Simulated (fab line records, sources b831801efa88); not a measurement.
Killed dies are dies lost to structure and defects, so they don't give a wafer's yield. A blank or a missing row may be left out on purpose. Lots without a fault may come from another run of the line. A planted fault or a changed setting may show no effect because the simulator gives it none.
Chamber matching | flow sfq_line | SFQ_TRILAYER_I7_DEP_PECVD_183 on pecvd-02: 3 sister chambers
The step deposits SiO2 from SiH4/N2O, time 111.11 s, target thk 500 nm. 16 wafers are shown with their chamber, then 7 later ones without.

WAFERS WITH THEIR CHAMBER
wafer  | chamber | run_length_s (s) | throttle_valve_pct (%) | heater_power_w (W)
L243.1 | 1       | 138.6            | 24.7                   | 49
L243.4 | 1       | 138.6            | 24.7                   | 52
L243.5 | 2       | 138.2            | 23.0                   | 85
L244.1 | 2       | 138.1            | 22.9                   | 84
L244.3 | 0       | 140.1            | 22.6                   | 69
L244.5 | 0       | 140.3            | 22.2                   | 70
L248.2 | 2       | 138.2            | 23.1                   | 82
L248.3 | 1       | 139.0            | 24.8                   | 53
L248.5 | 0       | 140.3            | 23.0                   | 73
L253.6 | 0       | 140.2            | 22.7                   | 75
L254.3 | 1       | 138.5            | 24.6                   | 54
L258.1 | 0       | 140.3            | 22.8                   | 77
L258.2 | 1       | 138.5            | 25.0                   | 56
L258.4 | 2       | 138.3            | 23.2                   | 75
L261.2 | 2       | 138.0            | 23.0                   | 88
L261.3 | 0       | 140.6            | 23.0                   | 75

SIGNATURES (means of the wafers above)
reading            | chamber 0 | chamber 1 | chamber 2 | scatter within a chamber
run_length_s       | 140.300   | 138.640   | 138.160   | 0.167
throttle_valve_pct | 22.717    | 24.760    | 23.040    | 0.213
heater_power_w     | 73.17     | 52.80     | 82.80     | 3.62
Rule: a wafer's distance from a chamber is the root of the sum, over the readings, of the square of ((its reading less the chamber's mean) divided by the reading's scatter). The wafer belongs to the nearest chamber; if the next one is less than 2 further off, it can't be placed. The scatter: the root of (the sum of the squares of (reading less its chamber's mean) over the shown wafers, divided by (wafers less chambers)).

WAFERS WITHOUT THEIR CHAMBER
wafer  | run_length_s (s) | throttle_valve_pct (%) | heater_power_w (W)
L261.6 | 138.0            | 23.2                   | 74
L262.3 | 138.6            | 25.3                   | 57
L262.5 | 140.2            | 23.0                   | 67
L262.6 | 138.2            | 23.2                   | 84
L264.2 | 138.4            | 23.1                   | 72
L264.3 | 138.5            | 25.4                   | 49
L264.6 | 140.1            | 23.1                   | 72

WHICH CHAMBER EACH WENT THROUGH
wafer  | from the rows above | in truth
L261.6 | 2                   | 2
L262.3 | 1                   | 1
L262.5 | 0                   | 0
L262.6 | 2                   | 2
L264.2 | 2                   | 2
L264.3 | 1                   | 1
L264.6 | 0                   | 0
Placed correctly: 7 of 7. Can't be placed from these rows: 0. Placed wrongly: 0.
